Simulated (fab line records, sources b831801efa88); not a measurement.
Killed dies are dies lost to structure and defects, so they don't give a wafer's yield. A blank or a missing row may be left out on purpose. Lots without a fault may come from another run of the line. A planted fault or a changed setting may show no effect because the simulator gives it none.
fab line records | flow gf180mcu
record lots=5 wafers=15 last_day=34
route steps=602 shown NWELL@42 LVPWELL@54 MVSD@66
lots that met no fault: from a run of the same line without faults
start_h: hours from the record's first day to the start of the lot's first wafer shown | wait_h: hours since the lot's step before | " the same as in the row above | L1.1+2: a row that stands for several wafers | - no value, or no start given | * or withheld: withheld | < > ~ a bound
route shown NAME@n: a module of which the file shows steps, and the number in the route of the first | usual: mean/standard deviation of fault-free wafers | same: alike in all rows | chamber/n: place in a boat | sites: the reading at each site | _std_site: their standard deviation | _edge_site: outer sites' mean less inner sites' | radius_mm: how far each site lies from the wafer's centre | mask NAME#n: copy n | behind: the tool/chamber that last shaped the wafer | hold: why the lot was held/for how many hours/how that ended | device: the transistor (n, p or np) that didn't switch | end of line: the same wafers' tests at the end of the route | a step without rows: its recipe alone | killed: dies lost to structure and defects at the first sort, not the wafer's yield | map: a wafer's dies, x killed, . not, _ none there
set.NAME: the setting as run; set.NAME@STEP: as run at that earlier step | model.NAME: the simulator's own value behind a step, which no gauge read
lots at some steps of the route; a table a step, a row a wafer
services: from which hour (start_h, from the record's first day; less than 0 if before it) a tool's chamber was out of use, for how many hours, and why
## steps
# step GF_NWELL_DEHYDRATE_00
# recipe temp_c=200 time_s=60
# usual exhaust_pa=45.1/0.81 heater_power_total_W=160.38/0.12
# columns lot.wafer tool chamber start_h wait_h exhaust_pa heater_power_total_W
L076.1 litho_track-03 0 62.66 6.2 44.8 160.27
L076.2 " 0 " " 44.8 160.37
L076.4 " 0 " " 44.0 160.45
L079.1 litho_track-02 0 75.14 6.5 44.2 160.35
L079.3 " 0 " " 44.9 160.19
L079.5 " 0 " " 44.7 160.34
L088.2 litho_track-04 0 126.16 6.4 44.2 160.44
L088.5 " 0 " " 46.0 160.34
L088.6 " 0 " " 45.3 160.47
L090.1 litho_track-02 0 137.59 6.7 46.1 160.29
L090.4 " 0 " " 45.7 160.36
L090.5 " 0 " " 45.5 160.40
L094.1 litho_track-02 0 161.64 7.4 45.6 160.28
L094.2 " 0 " " 45.8 160.55
L094.5 " 0 " " 45.8 160.51
# step GF_NWELL_HMDS_01
# recipe prime_time_s=60 prime_temp_c=120
# usual exhaust_pa=45.1/0.87
# columns lot.wafer tool chamber start_h wait_h exhaust_pa
L076.1 litho_track-03 0 62.81 0.1 45.0
L076.2 " 0 " " 44.5
L076.4 " 0 " " 43.8
L079.1 litho_track-02 0 75.29 0.1 44.2
L079.3 " 0 " " 45.0
L079.5 " 0 " " 44.4
L088.2 litho_track-04 0 126.31 0.1 45.0
L088.5 " 0 " " 43.9
L088.6 " 0 " " 45.4
L090.1 litho_track-02 0 137.74 0.1 44.9
L090.4 " 0 " " 45.4
L090.5 " 0 " " 45.2
L094.1 litho_track-02 0 161.79 0.1 43.7
L094.2 " 0 " " 44.4
L094.5 " 0 " " 44.6
# step GF_NWELL_COAT_02
# recipe spin_rpm=2000 resist_thk_nm=3000
# usual exhaust_pa=45.0/0.98
# columns lot.wafer tool chamber start_h wait_h exhaust_pa
L076.1 litho_track-03 0 62.96 0.1 44.6
L076.2 " 0 " " 43.4
L076.4 " 0 " " 43.8
L079.1 litho_track-02 0 75.44 0.1 44.0
L079.3 " 0 " " 45.2
L079.5 " 0 " " 43.7
L088.2 litho_track-04 0 126.46 0.1 48.3
L088.5 " 0 " " 45.3
L088.6 " 0 " " 46.9
L090.1 litho_track-02 0 137.89 0.1 44.4
L090.4 " 0 " " 45.1
L090.5 " 0 " " 44.0
L094.1 litho_track-02 0 161.94 0.1 44.7
L094.2 " 0 " " 44.0
L094.5 " 0 " " 45.0
# step GF_NWELL_SOFTBAKE_03
# recipe temp_c=110 time_s=withheld
# usual exhaust_pa=45.1/0.81 heater_power_total_W=65.32/0.13
# columns lot.wafer tool chamber start_h wait_h exhaust_pa heater_power_total_W
L076.1 litho_track-03 0 63.11 0.1 45.5 65.22
L076.2 " 0 " " 45.9 65.47
L076.4 " 0 " " 47.4 65.18
L079.1 litho_track-02 0 75.59 0.1 45.6 65.30
L079.3 " 0 " " 46.5 65.16
L079.5 " 0 " " 45.2 65.24
L088.2 litho_track-04 0 126.62 0.1 44.9 65.46
L088.5 " 0 " " 45.6 65.17
L088.6 " 0 " " 44.5 65.11
L090.1 litho_track-02 0 138.04 0.1 45.4 65.28
L090.4 " 0 " " 45.5 65.58
L090.5 " 0 " " 45.1 65.10
L094.1 litho_track-02 0 162.09 0.1 45.7 65.46
L094.2 " 0 " " 43.6 65.25
L094.5 " 0 " " 44.4 65.18
# step GF_NWELL_EXPOSE_04
# recipe mask_id=Nwell target_cd_nm=860 na=0.6 source_shape=conventional sigma_outer=0.6 dose_mj=260
# columns lot.wafer tool chamber start_h wait_h mask
L076.1+2+4 iline_stepper-01 0 - - Nwell#0
L079.1+3+5 iline_stepper-02 0 - - Nwell#0
L088.2+5+6 iline_stepper-02 0 - - Nwell#0
L090.1+4+5 iline_stepper-02 0 - - Nwell#0
L094.1+2+5 iline_stepper-01 0 - - Nwell#0
# step GF_NWELL_PEB_05
# recipe temp_c=115 time_s=withheld
# usual exhaust_pa=44.8/0.82 heater_power_total_W=69.34/0.14
# columns lot.wafer tool chamber start_h wait_h exhaust_pa heater_power_total_W
L076.1 litho_track-03 0 - - 47.0 69.16
L076.2 " 0 " " 45.5 69.60
L076.4 " 0 " " 45.4 69.14
L079.1 litho_track-02 0 - - 44.7 69.21
L079.3 " 0 " " 44.7 69.39
L079.5 " 0 " " 45.4 69.21
L088.2 litho_track-04 0 - - 44.3 69.39
L088.5 " 0 " " 44.7 69.22
L088.6 " 0 " " 44.7 69.19
L090.1 litho_track-03 0 - - 43.7 69.26
L090.4 " 0 " " 43.3 69.47
L090.5 " 0 " " 44.1 69.16
L094.1 litho_track-03 0 - - 44.1 69.46
L094.2 " 0 " " 44.9 69.15
L094.5 " 0 " " 46.5 69.25
# step GF_NWELL_DEVELOP_06
# recipe wall_angle_deg=90 develop_time_s=60 dev_temp_c=23
# usual exhaust_pa=44.9/0.89
# same develop_time_s=60
# columns lot.wafer tool chamber start_h wait_h exhaust_pa
L076.1 litho_track-03 0 - - 46.3
L076.2 " 0 " " 45.0
L076.4 " 0 " " 44.6
L079.1 litho_track-02 0 - - 45.6
L079.3 " 0 " " 45.4
L079.5 " 0 " " 44.1
L088.2 litho_track-04 0 - - 45.4
L088.5 " 0 " " 45.3
L088.6 " 0 " " 45.2
L090.1 litho_track-03 0 - - 45.0
L090.4 " 0 " " 44.1
L090.5 " 0 " " 44.4
L094.1 litho_track-03 0 - - 46.7
L094.2 " 0 " " 46.1
L094.5 " 0 " " 45.9
# step GF_NWELL_OVL_MEAS_07
# usual NWELL_OVL=-1.5/1.4
# columns lot.wafer tool chamber start_h wait_h NWELL_OVL[nm]
L076.1 overlay-02 - 69.76 - -1.4
L076.2 " - " " 1.0
L076.4 " - " " -3.0
L079.1 overlay-01 - 82.14 - -1.7
L079.3 " - " " -2.5
L079.5 " - " " -2.2
L088.2 overlay-01 - 132.99 - -4.2
L088.5 " - " " -1.2
L088.6 " - " " -1.2
L090.1 overlay-01 - 145.41 - -0.2
L090.4 " - " " -0.2
L090.5 " - " " -1.1
L094.1 overlay-01 - 170.01 - -0.7
L094.2 " - " " 0.4
L094.5 " - " " -0.9
# step GF_NWELL_IMPLANT_08
# recipe species=P energy_kev=450 dose_cm2=1.5e+13 tilt_deg=0
# usual beam_energy_keV=449.99/0.15 end_station_pressure_torr=5.05e-06/2.6e-07
# columns lot.wafer tool chamber start_h wait_h beam_energy_keV end_station_pressure_torr
L076.1 implanter-04 0 69.80 0.0 449.70 5.42e-06
L076.2 " 0 " " 449.92 4.88e-06
L076.4 " 0 " " 449.92 5.25e-06
L079.1 implanter-02 0 82.17 0.0 449.97 5.13e-06
L079.3 " 0 " " 450.19 4.84e-06
L079.5 " 0 " " 449.88 5.25e-06
L088.2 implanter-02 0 133.05 0.0 450.11 5.45e-06
L088.5 " 0 " " 449.76 5.08e-06
L088.6 " 0 " " 450.33 4.74e-06
L090.1 implanter-04 0 145.44 0.0 449.96 4.67e-06
L090.4 " 0 " " 449.83 4.78e-06
L090.5 " 0 " " 449.88 5.37e-06
L094.1 implanter-02 0 170.04 0.0 450.03 5.17e-06
L094.2 " 0 " " 450.08 5.2e-06
L094.5 " 0 " " 449.95 5.04e-06
# step GF_NWELL_IMPLANT_09
# recipe species=P energy_kev=160 dose_cm2=4e+12 tilt_deg=0
# usual beam_energy_keV=160.00/0.051 end_station_pressure_torr=5.04e-06/2.3e-07
# columns lot.wafer tool chamber start_h wait_h beam_energy_keV end_station_pressure_torr
L076.1 implanter-04 0 69.95 0.1 159.93 5.27e-06
L076.2 " 0 " " 159.95 4.64e-06
L076.4 " 0 " " 159.88 5.15e-06
L079.1 implanter-02 0 82.32 0.1 160.14 4.93e-06
L079.3 " 0 " " 160.05 4.98e-06
L079.5 " 0 " " 160.03 5.18e-06
L088.2 implanter-02 0 133.20 0.1 159.97 5.21e-06
L088.5 " 0 " " 159.88 4.91e-06
L088.6 " 0 " " 159.97 5.18e-06
L090.1 implanter-04 0 145.59 0.1 159.91 4.83e-06
L090.4 " 0 " " 159.92 5.31e-06
L090.5 " 0 " " 159.97 5.07e-06
L094.1 implanter-02 0 170.19 0.1 159.98 5.09e-06
L094.2 " 0 " " 160.04 5.02e-06
L094.5 " 0 " " 160.02 5.3e-06
# step GF_NWELL_STRIP_10
# recipe chemistry=O2/N2 power_w=1400 pressure_mtorr=1500 platen_temp_c=250 o2_flow_sccm=3000 n2_flow_sccm=300 overash_fraction=0.5
# usual drypump_motor_current_A=6.0/0.36 heater_power_w=354/51 oes_product_au=0.723/0.005 strip_time_to_endpoint_s=36.97/0.097
# columns lot.wafer tool chamber start_h wait_h drypump_motor_current_A heater_power_w oes_product_au rf_hours_counter_h strip_time_to_endpoint_s
L076.1 plasma_asher-03 1 70.10 0.1 5.8 377 0.716 43 37.10
L076.2 " 0 " " 6.0 305 0.719 43 37.05
L076.4 " 0 " " 6.0 312 0.726 - 37.11
L079.1 plasma_asher-02 0 82.47 0.1 6.5 303 0.720 45 36.86
L079.3 " 1 " " 6.4 371 0.720 - 37.02
L079.5 " 0 " " 6.5 300 0.717 - 36.86
L088.2 plasma_asher-03 0 133.32 0.1 6.0 328 0.727 2 36.86
L088.5 " 1 " " 5.8 370 0.729 - 36.91
L088.6 " 0 " " 6.0 321 0.724 - 36.86
L090.1 plasma_asher-03 0 145.74 0.1 6.0 319 0.720 3 37.03
L090.4 " 1 " " 5.8 374 0.728 - 37.08
L090.5 " 0 " " 6.0 318 0.717 - 37.08
L094.1 plasma_asher-03 1 170.34 0.1 5.8 373 0.731 5 36.91
L094.2 " 0 " " 6.0 322 0.724 5 36.96
L094.5 " 0 " " 5.9 322 0.726 - 36.94
# step GF_NWELL_TW_MEAS_11
# usual NWELL_TW=1571/7.9
# columns lot.wafer tool chamber start_h wait_h NWELL_TW
L076.1 film_metro-01 - 70.20 0.1 1578
L076.2 " - " " 1579
L076.4 " - " " 1580
L079.1 film_metro-01 - 82.57 0.1 1566
L079.3 " - " " 1575
L079.5 " - " " 1572
L088.2 film_metro-01 - 133.43 0.1 1585
L088.5 " - " " 1589
L088.6 " - " " 1589
L090.1 film_metro-02 - 145.84 0.1 1548
L090.4 " - " " 1557
L090.5 " - " " 1552
L094.1 film_metro-02 - 170.44 0.1 1556
L094.2 " - " " 1575
L094.5 " - " " 1569
# step GF_LVPWELL_DEHYDRATE_00
# recipe temp_c=200 time_s=60
# usual exhaust_pa=45.2/0.92 heater_power_total_W=160.37/0.13
# columns lot.wafer tool chamber start_h wait_h exhaust_pa heater_power_total_W
L076.1 litho_track-01 0 76.46 6.3 46.1 160.21
L076.2 " 0 " " 45.2 160.37
L076.4 " 0 " " 45.1 160.13
L079.1 litho_track-02 0 88.54 6.0 46.9 160.22
L079.3 " 0 " " 45.0 160.31
L079.5 " 0 " " 46.5 160.55
L088.2 litho_track-02 0 140.41 7.0 45.2 160.57
L088.5 " 0 " " 44.7 160.52
L088.6 " 0 " " 45.1 160.27
L090.1 litho_track-01 0 153.01 7.2 43.9 160.49
L090.4 " 0 " " 44.1 160.37
L090.5 " 0 " " 44.6 160.24
L094.1 litho_track-02 0 178.34 7.9 45.0 160.46
L094.2 " 0 " " 44.6 160.45
L094.5 " 0 " " 43.7 160.63
# step GF_LVPWELL_HMDS_01
# recipe prime_time_s=60 prime_temp_c=120
# usual exhaust_pa=45.1/0.91
# columns lot.wafer tool chamber start_h wait_h exhaust_pa
L076.1 litho_track-01 0 76.61 0.1 45.0
L076.2 " 0 " " 44.5
L076.4 " 0 " " 45.4
L079.1 litho_track-02 0 88.69 0.1 45.4
L079.3 " 0 " " 45.6
L079.5 " 0 " " 46.1
L088.2 litho_track-02 0 140.56 0.1 46.6
L088.5 " 0 " " 44.8
L088.6 " 0 " " 45.6
L090.1 litho_track-01 0 153.16 0.1 45.3
L090.4 " 0 " " 44.4
L090.5 " 0 " " 45.7
L094.1 litho_track-02 0 178.49 0.1 45.7
L094.2 " 0 " " 45.6
L094.5 " 0 " " 45.3
# step GF_LVPWELL_COAT_02
# recipe spin_rpm=2000 resist_thk_nm=3000
# usual exhaust_pa=45.2/0.93
# columns lot.wafer tool chamber start_h wait_h exhaust_pa
L076.1 litho_track-01 0 76.76 0.1 46.8
L076.2 " 0 " " 46.3
L076.4 " 0 " " 45.8
L079.1 litho_track-02 0 88.84 0.1 44.4
L079.3 " 0 " " 42.5
L079.5 " 0 " " 45.0
L088.2 litho_track-02 0 140.71 0.1 45.5
L088.5 " 0 " " 44.8
L088.6 " 0 " " 46.0
L090.1 litho_track-01 0 153.31 0.1 47.2
L090.4 " 0 " " 46.3
L090.5 " 0 " " 46.2
L094.1 litho_track-02 0 178.64 0.1 44.3
L094.2 " 0 " " 43.6
L094.5 " 0 " " 44.3
# step GF_LVPWELL_SOFTBAKE_03
# recipe temp_c=110 time_s=withheld
# usual exhaust_pa=45.1/0.86 heater_power_total_W=65.31/0.13
# columns lot.wafer tool chamber start_h wait_h exhaust_pa heater_power_total_W
L076.1 litho_track-01 0 76.91 0.1 44.3 65.27
L076.2 " 0 " " 43.9 65.20
L076.4 " 0 " " 45.9 65.25
L079.1 litho_track-02 0 88.99 0.1 45.5 65.27
L079.3 " 0 " " 46.8 65.47
L079.5 " 0 " " 44.8 65.12
L088.2 litho_track-02 0 140.87 0.1 46.3 65.29
L088.5 " 0 " " 45.2 65.36
L088.6 " 0 " " 45.9 65.30
L090.1 litho_track-01 0 153.46 0.1 45.4 65.40
L090.4 " 0 " " 45.4 65.34
L090.5 " 0 " " 45.7 65.34
L094.1 litho_track-02 0 178.79 0.1 45.2 65.33
L094.2 " 0 " " 45.5 65.50
L094.5 " 0 " " 45.9 65.49
# step GF_LVPWELL_EXPOSE_04
# recipe mask_id=LVPWELL target_cd_nm=600 na=0.6 source_shape=conventional sigma_outer=0.6 dose_mj=260
# columns lot.wafer tool chamber start_h wait_h mask
L076.1+2+4 iline_stepper-02 0 - - LVPWELL#0
L079.1+3+5 iline_stepper-02 0 - - LVPWELL#0
L088.2+5+6 iline_stepper-01 0 - - LVPWELL#0
L090.1+4+5 iline_stepper-02 0 - - LVPWELL#0
L094.1+2+5 iline_stepper-02 0 - - LVPWELL#0
# step GF_LVPWELL_PEB_05
# recipe temp_c=115 time_s=withheld
# usual exhaust_pa=45.0/0.95 heater_power_total_W=69.34/0.13
# columns lot.wafer tool chamber start_h wait_h exhaust_pa heater_power_total_W
L076.1 litho_track-03 0 - - 44.7 69.08
L076.2 " 0 " " 44.6 69.16
L076.4 " 0 " " 45.1 69.35
L079.1 litho_track-03 0 - - 43.4 69.15
L079.3 " 0 " " 45.3 69.44
L079.5 " 0 " " 45.5 69.43
L088.2 litho_track-02 0 - - 42.7 69.46
L088.5 " 0 " " 42.7 69.46
L088.6 " 0 " " 44.4 69.24
L090.1 litho_track-01 0 - - 44.6 69.21
L090.4 " 0 " " 43.4 69.45
L090.5 " 0 " " 42.7 69.53
L094.1 litho_track-03 0 - - 46.0 69.33
L094.2 " 0 " " 46.3 69.42
L094.5 " 0 " " 44.2 69.30
# step GF_LVPWELL_DEVELOP_06
# recipe wall_angle_deg=90 develop_time_s=60 dev_temp_c=23
# usual exhaust_pa=44.8/0.88
# same develop_time_s=60
# columns lot.wafer tool chamber start_h wait_h exhaust_pa
L076.1 litho_track-03 0 - - 44.4
L076.2 " 0 " " 45.4
L076.4 " 0 " " 45.4
L079.1 litho_track-03 0 - - 43.4
L079.3 " 0 " " 44.4
L079.5 " 0 " " 44.0
L088.2 litho_track-02 0 - - 44.0
L088.5 " 0 " " 44.7
L088.6 " 0 " " 43.7
L090.1 litho_track-01 0 - - 45.2
L090.4 " 0 " " 46.1
L090.5 " 0 " " 45.5
L094.1 litho_track-03 0 - - 45.7
L094.2 " 0 " " 43.4
L094.5 " 0 " " 44.9
# step GF_LVPWELL_OVL_MEAS_07
# usual LVPWELL_OVL=-0.8/1.4
# columns lot.wafer tool chamber start_h wait_h LVPWELL_OVL[nm]
L076.1 overlay-02 - 83.29 - -0.8
L076.2 " - " " -1.7
L076.4 " - " " -2.6
L079.1 overlay-01 - 95.11 - -0.6
L079.3 " - " " -0.5
L079.5 " - " " 0.0
L088.2 overlay-01 - 147.94 - 2.8
L088.5 " - " " -1.6
L088.6 " - " " 3.1
L090.1 overlay-02 - 161.31 - -1.9
L090.4 " - " " 0.3
L090.5 " - " " 1.4
L094.1 overlay-01 - 187.66 - -0.2
L094.2 " - " " -1.1
L094.5 " - " " 0.7
# step GF_LVPWELL_IMPLANT_08
# recipe species=B energy_kev=170 dose_cm2=1.5e+13 tilt_deg=0
# usual beam_energy_keV=170.01/0.049 end_station_pressure_torr=5.06e-06/2.6e-07
# columns lot.wafer tool chamber start_h wait_h beam_energy_keV end_station_pressure_torr
L076.1 implanter-04 0 83.33 0.0 170.10 5.59e-06
L076.2 " 0 " " 170.03 5.34e-06
L076.4 " 0 " " 170.02 5.11e-06
L079.1 implanter-04 0 95.15 0.0 170.00 5.28e-06
L079.3 " 0 " " 170.00 5.41e-06
L079.5 " 0 " " 170.00 5.16e-06
L088.2 implanter-03 0 148.00 0.0 169.94 4.92e-06
L088.5 " 0 " " 170.00 4.92e-06
L088.6 " 0 " " 169.92 4.66e-06
L090.1 implanter-03 0 161.42 0.1 170.01 4.99e-06
L090.4 " 0 " " 169.93 4.73e-06
L090.5 " 0 " " 169.99 4.85e-06
L094.1 implanter-01 0 187.69 0.0 170.09 5.09e-06
L094.2 " 0 " " 169.95 5.08e-06
L094.5 " 0 " " 169.91 5.06e-06
# step GF_LVPWELL_IMPLANT_09
# recipe species=B energy_kev=60 dose_cm2=5e+12 tilt_deg=0
# usual beam_energy_keV=59.998/0.021 end_station_pressure_torr=5e-06/2.7e-07
# columns lot.wafer tool chamber start_h wait_h beam_energy_keV end_station_pressure_torr
L076.1 implanter-04 0 83.48 0.1 59.982 5.42e-06
L076.2 " 0 " " 59.990 4.78e-06
L076.4 " 0 " " 60.004 5.43e-06
L079.1 implanter-04 0 95.30 0.1 60.019 5.06e-06
L079.3 " 0 " " 60.028 5.22e-06
L079.5 " 0 " " 60.034 4.91e-06
L088.2 implanter-03 0 148.15 0.1 59.975 5.29e-06
L088.5 " 0 " " 59.979 5.67e-06
L088.6 " 0 " " 59.952 5.38e-06
L090.1 implanter-03 0 161.57 0.1 59.997 5.13e-06
L090.4 " 0 " " 60.010 4.54e-06
L090.5 " 0 " " 60.008 5.02e-06
L094.1 implanter-01 0 187.84 0.1 60.004 4.59e-06
L094.2 " 0 " " 60.004 5.34e-06
L094.5 " 0 " " 60.005 5.23e-06
# step GF_LVPWELL_STRIP_10
# recipe chemistry=O2/N2 power_w=1400 pressure_mtorr=1500 platen_temp_c=250 o2_flow_sccm=3000 n2_flow_sccm=300 overash_fraction=0.5
# usual drypump_motor_current_A=5.9/0.41 heater_power_w=352/61 oes_product_au=0.723/0.0048 strip_time_to_endpoint_s=36.97/0.1
# columns lot.wafer tool chamber start_h wait_h drypump_motor_current_A heater_power_w oes_product_au rf_hours_counter_h strip_time_to_endpoint_s
L076.1 plasma_asher-03 0 83.63 0.1 5.9 321 0.725 45 36.89
L076.2 " 1 " " 5.8 382 0.723 45 37.07
L076.4 " 0 " " 5.9 317 0.726 - 36.97
L079.1 plasma_asher-04 1 95.45 0.1 6.2 276 0.718 29 36.80
L079.3 " 1 " " 6.3 289 0.714 - 36.70
L079.5 " 1 " " 6.2 288 0.719 - 36.76
L088.2 plasma_asher-03 1 148.27 0.1 5.8 379 0.726 3 36.99
L088.5 " 0 " " 6.0 322 0.727 - 37.07
L088.6 " 1 " " 5.8 362 0.726 - 37.05
L090.1 plasma_asher-03 1 161.72 0.1 5.8 368 0.720 5 37.12
L090.4 " 0 " " 6.0 330 0.728 - 37.13
L090.5 " 0 " " 5.9 323 0.730 - 37.10
L094.1 plasma_asher-01 0 187.99 0.1 5.7 306 0.727 51 36.94
L094.2 " 1 " " 5.4 452 0.734 51 36.94
L094.5 " 1 " " 5.4 457 0.721 - 36.91
# step GF_LVPWELL_TW_MEAS_11
# usual LVPWELL_TW=558.4/2.6
# columns lot.wafer tool chamber start_h wait_h LVPWELL_TW
L076.1 film_metro-02 - 83.73 0.1 556.5
L076.2 " - " " 558.8
L076.4 " - " " 556.7
L079.1 film_metro-02 - 95.55 0.1 557.4
L079.3 " - " " 559.0
L079.5 " - " " 555.8
L088.2 film_metro-02 - 148.38 0.1 551.7
L088.5 " - " " 555.4
L088.6 " - " " 555.6
L090.1 film_metro-03 - 161.82 0.1 558.1
L090.4 " - " " 560.8
L090.5 " - " " 559.2
L094.1 film_metro-01 - 188.09 0.1 559.1
L094.2 " - " " 556.3
L094.5 " - " " 559.8
# step GF_MVSD_DEHYDRATE_00
# recipe temp_c=200 time_s=60
# usual exhaust_pa=44.9/0.8 heater_power_total_W=160.37/0.13
# columns lot.wafer tool chamber start_h wait_h exhaust_pa heater_power_total_W
L076.1 litho_track-04 0 89.54 5.8 45.3 160.62
L076.2 " 0 " " 44.0 160.50
L076.4 " 0 " " 45.1 160.41
L079.1 litho_track-04 0 101.99 6.4 43.9 160.21
L079.3 " 0 " " 42.0 160.31
L079.5 " 0 " " 43.6 160.32
L088.2 litho_track-02 0 155.86 7.5 44.2 160.27
L088.5 " 0 " " 45.6 160.55
L088.6 " 0 " " 45.0 160.20
L090.1 litho_track-02 0 169.14 7.3 45.8 160.50
L090.4 " 0 " " 46.0 160.27
L090.5 " 0 " " 44.9 160.39
L094.1 litho_track-04 0 196.18 8.1 44.8 160.31
L094.2 " 0 " " 43.6 160.51
L094.5 " 0 " " 45.0 160.19
# step GF_MVSD_HMDS_01
# recipe prime_time_s=60 prime_temp_c=120
# usual exhaust_pa=44.9/0.94
# columns lot.wafer tool chamber start_h wait_h exhaust_pa
L076.1 litho_track-04 0 89.69 0.1 45.7
L076.2 " 0 " " 46.3
L076.4 " 0 " " 45.2
L079.1 litho_track-04 0 102.14 0.1 43.9
L079.3 " 0 " " 43.8
L079.5 " 0 " " 43.0
L088.2 litho_track-02 0 156.01 0.1 44.5
L088.5 " 0 " " 44.9
L088.6 " 0 " " 44.6
L090.1 litho_track-02 0 169.29 0.1 46.1
L090.4 " 0 " " 44.4
L090.5 " 0 " " 44.3
L094.1 litho_track-04 0 196.33 0.1 45.9
L094.2 " 0 " " 44.5
L094.5 " 0 " " 45.5
# step GF_MVSD_COAT_02
# recipe spin_rpm=2000 resist_thk_nm=3000
# usual exhaust_pa=44.9/0.99
# columns lot.wafer tool chamber start_h wait_h exhaust_pa
L076.1 litho_track-04 0 89.84 0.1 46.8
L076.2 " 0 " " 46.0
L076.4 " 0 " " 44.9
L079.1 litho_track-04 0 102.29 0.1 45.0
L079.3 " 0 " " 43.3
L079.5 " 0 " " 44.7
L088.2 litho_track-02 0 156.16 0.1 43.6
L088.5 " 0 " " 44.8
L088.6 " 0 " " 44.9
L090.1 litho_track-02 0 169.44 0.1 44.9
L090.4 " 0 " " 46.1
L090.5 " 0 " " 46.2
L094.1 litho_track-04 0 196.48 0.1 46.5
L094.2 " 0 " " 46.3
L094.5 " 0 " " 47.2
# step GF_MVSD_SOFTBAKE_03
# recipe temp_c=110 time_s=withheld
# usual exhaust_pa=44.8/0.8 heater_power_total_W=65.30/0.14
# columns lot.wafer tool chamber start_h wait_h exhaust_pa heater_power_total_W
L076.1 litho_track-04 0 89.99 0.1 44.6 65.39
L076.2 " 0 " " 45.4 65.44
L076.4 " 0 " " 44.1 65.22
L079.1 litho_track-04 0 102.44 0.1 45.9 65.28
L079.3 " 0 " " 45.6 65.05
L079.5 " 0 " " 46.5 65.28
L088.2 litho_track-02 0 156.32 0.1 44.8 65.20
L088.5 " 0 " " 45.0 65.42
L088.6 " 0 " " 44.5 65.26
L090.1 litho_track-02 0 169.59 0.1 43.6 65.33
L090.4 " 0 " " 43.1 65.37
L090.5 " 0 " " 44.6 65.12
L094.1 litho_track-04 0 196.63 0.1 44.6 65.08
L094.2 " 0 " " 43.1 65.25
L094.5 " 0 " " 44.8 65.25
# step GF_MVSD_EXPOSE_04
# recipe mask_id=MVSD target_cd_nm=1000 na=0.6 source_shape=conventional sigma_outer=0.6 dose_mj=260
# columns lot.wafer tool chamber start_h wait_h mask
L076.1+2+4 iline_stepper-02 0 - - MVSD#0
L079.1+3+5 iline_stepper-02 0 - - MVSD#0
L088.2+5+6 iline_stepper-01 0 - - MVSD#0
L090.1+4+5 iline_stepper-01 0 - - MVSD#0
L094.1+2+5 iline_stepper-01 0 - - MVSD#0
# step GF_MVSD_PEB_05
# recipe temp_c=115 time_s=withheld
# usual exhaust_pa=44.9/0.83 heater_power_total_W=69.33/0.13
# columns lot.wafer tool chamber start_h wait_h exhaust_pa heater_power_total_W
L076.1 litho_track-04 0 - - 44.0 69.18
L076.2 " 0 " " 44.3 69.44
L076.4 " 0 " " 45.0 69.21
L079.1 litho_track-04 0 - - 44.2 69.36
L079.3 " 0 " " 43.8 69.25
L079.5 " 0 " " 44.7 69.36
L088.2 litho_track-01 0 - - 43.8 69.14
L088.5 " 0 " " 43.8 69.33
L088.6 " 0 " " 44.6 69.34
L090.1 litho_track-01 0 - - 46.1 69.24
L090.4 " 0 " " 46.8 69.22
L090.5 " 0 " " 45.5 69.29
L094.1 litho_track-01 0 - - 43.7 69.26
L094.2 " 0 " " 43.8 69.44
L094.5 " 0 " " 45.9 69.35
# step GF_MVSD_DEVELOP_06
# recipe wall_angle_deg=90 develop_time_s=60 dev_temp_c=23
# usual exhaust_pa=44.8/0.86
# same develop_time_s=60
# columns lot.wafer tool chamber start_h wait_h exhaust_pa
L076.1 litho_track-04 0 - - 44.6
L076.2 " 0 " " 43.7
L076.4 " 0 " " 44.7
L079.1 litho_track-04 0 - - 45.6
L079.3 " 0 " " 43.9
L079.5 " 0 " " 45.6
L088.2 litho_track-01 0 - - 44.7
L088.5 " 0 " " 44.9
L088.6 " 0 " " 44.7
L090.1 litho_track-01 0 - - 42.9
L090.4 " 0 " " 45.0
L090.5 " 0 " " 44.5
L094.1 litho_track-01 0 - - 44.8
L094.2 " 0 " " 43.6
L094.5 " 0 " " 44.5
# step GF_MVSD_OVL_MEAS_07
# usual MVSD_OVL=-1.4/1.5
# columns lot.wafer tool chamber start_h wait_h MVSD_OVL[nm]
L076.1 overlay-02 - 96.79 - -2.1
L076.2 " - " " 0.6
L076.4 " - " " 0.1
L079.1 overlay-01 - 108.98 - -0.2
L079.3 " - " " -0.8
L079.5 " - " " 0.1
L088.2 overlay-02 - 164.01 - -4.6
L088.5 " - " " -3.9
L088.6 " - " " -2.4
L090.1 overlay-01 - 178.21 - 0.8
L090.4 " - " " -2.6
L090.5 " - " " -0.8
L094.1 overlay-02 - 205.01 - -0.9
L094.2 " - " " -0.6
L094.5 " - " " -1.3
# step GF_MVSD_IMPLANT_08
# recipe species=P energy_kev=400 dose_cm2=1.6e+13 tilt_deg=0
# usual beam_energy_keV=399.98/0.12 end_station_pressure_torr=5.06e-06/2.7e-07
# columns lot.wafer tool chamber start_h wait_h beam_energy_keV end_station_pressure_torr
L076.1 implanter-02 0 96.82 0.0 399.92 4.77e-06
L076.2 " 0 " " 400.00 5.21e-06
L076.4 " 0 " " 399.87 5.06e-06
L079.1 implanter-02 0 109.02 0.0 400.15 4.8e-06
L079.3 " 0 " " 400.05 5.59e-06
L079.5 " 0 " " 400.14 5.14e-06
L088.2 implanter-03 0 164.07 0.0 400.01 5.05e-06
L088.5 " 0 " " 400.11 4.91e-06
L088.6 " 0 " " 399.97 5.26e-06
L090.1 implanter-03 0 178.24 0.0 400.02 5.28e-06
L090.4 " 0 " " 400.08 4.95e-06
L090.5 " 0 " " 399.98 4.98e-06
L094.1 implanter-02 0 205.04 0.0 400.09 5.19e-06
L094.2 " 0 " " 399.96 5.11e-06
L094.5 " 0 " " 399.92 4.99e-06
## services
# columns tool chamber start_h hours kind
implanter-01 - 49.95 119.3 pm
iline_stepper-02 0 53.72 - calibration
plasma_asher-04 - 58.60 2.0 repair
iline_stepper-01 0 66.92 - calibration
iline_stepper-01 - 74.97 14.7 repair
implanter-02 - 78.26 3.4 pm
plasma_asher-02 - 87.79 2.8 pm
iline_stepper-01 - 89.62 1.7 pm
plasma_asher-01 - 94.71 2.8 pm
plasma_asher-03 - 108.75 9.0 pm
plasma_asher-03 0 108.75 9.0 vent_cycle
plasma_asher-03 1 108.75 9.0 vent_cycle
plasma_asher-03 0 117.75 - clean
plasma_asher-03 1 117.75 - clean
plasma_asher-04 - 151.48 2.8 pm
implanter-03 - 152.95 1.9 repair
implanter-03 - 156.58 2.7 repair
iline_stepper-02 - 158.88 1.7 pm
implanter-01 - 169.24 5.4 pm
implanter-03 - 172.31 1.7 repair
plasma_asher-02 - 173.48 3.6 repair
implanter-02 - 178.48 0.9 repair
implanter-01 - 188.74 2.2 repair
iline_stepper-01 - 191.74 2.1 pm
## key
fault none
